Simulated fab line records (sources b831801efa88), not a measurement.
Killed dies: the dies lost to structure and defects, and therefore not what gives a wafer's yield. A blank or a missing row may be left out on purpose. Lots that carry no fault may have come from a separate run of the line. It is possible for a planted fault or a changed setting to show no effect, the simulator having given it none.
Chamber matching | flow sky130 | rie-si-02 running SKY_FIELD_ISO_ETCH_17: 4 sister chambers
The step etches Si in HBr/Cl2/O2, target depth 342 nm, time 97.7 s. 14 wafers are shown with their chamber, then 7 later ones without.

## EACH WAFER AND ITS CHAMBER
wafer  | chamber | drypump-motor-current-A (A) | he-backside-leak-sccm (sccm) | O2_flow_sccm (sccm)
L390.1 | 1       | 5.6                         | 2.78                         | 5.975
L390.2 | 2       | 5.6                         | 2.64                         | 6.011
L390.5 | 2       | 5.6                         | 2.78                         | 6.004
L391.2 | 3       | 5.2                         | 2.89                         | 6.020
L391.3 | 0       | 6.3                         | 2.50                         | 6.018
L391.5 | 3       | 5.2                         | 2.89                         | 6.013
L394.2 | 3       | 5.3                         | 2.72                         | 6.032
L394.4 | 2       | 5.5                         | 2.67                         | 6.053
L394.6 | 0       | 6.4                         | 2.47                         | 5.968
L396.2 | 0       | 6.4                         | 2.53                         | 5.988
L396.3 | 3       | 5.2                         | 2.92                         | 6.010
L396.4 | 1       | 5.6                         | 3.08                         | 5.967
L398.1 | 0       | 6.4                         | 2.48                         | 6.018
L398.2 | 1       | 5.6                         | 2.75                         | 5.987

SIGNATURES, as means of the wafers listed above
reading                 | chamber 0 | chamber 1 | chamber 2 | chamber 3 | scatter within a chamber
drypump-motor-current-A | 6.375     | 5.600     | 5.567     | 5.225     | 0.0465
he-backside-leak-sccm   | 2.4950    | 2.8700    | 2.6967    | 2.8550    | 0.102
O2_flow_sccm            | 5.99800   | 5.97633   | 6.02267   | 6.01875   | 0.0192
Rule: a wafer lies at a distance from a chamber equal to the root of the sum of squares, over the readings, of (its reading less the chamber's mean, divided by the reading's scatter). The wafer belongs to the nearest chamber; if the next one is less than 2 further off, it can't be placed. The scatter is the square root of a quotient: the sum, over the shown wafers, of each reading's squared deviation from its chamber's mean, divided by wafers minus chambers.

## WAFERS WHOSE CHAMBER IS MISSING
wafer  | drypump-motor-current-A (A) | he-backside-leak-sccm (sccm) | O2_flow_sccm (sccm)
L398.5 | 5.6                         | 2.73                         | 5.997
L400.1 | 5.6                         | 2.78                         | 5.987
L400.3 | 6.4                         | 2.52                         | 6.014
L400.5 | 5.5                         | 2.74                         | 6.040
L404.1 | 5.6                         | 3.27                         | 5.970
L404.4 | 5.2                         | 2.43                         | 5.988
L404.6 | 5.6                         | 2.90                         | 5.981

## EACH ONE'S CHAMBER
wafer  | from the rows above     | in truth
L398.5 | can't be placed: 2 or 1 | 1
L400.1 | can't be placed: 1 or 2 | 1
L400.3 | 0                       | 0
L400.5 | 2                       | 2
L404.1 | 1                       | 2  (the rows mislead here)
L404.4 | 3                       | 3
L404.6 | 1                       | 1
Placed correctly: 4 of 7. These rows do not allow placing 2 (true chamber among the candidates in 2). Wrongly placed: 1.
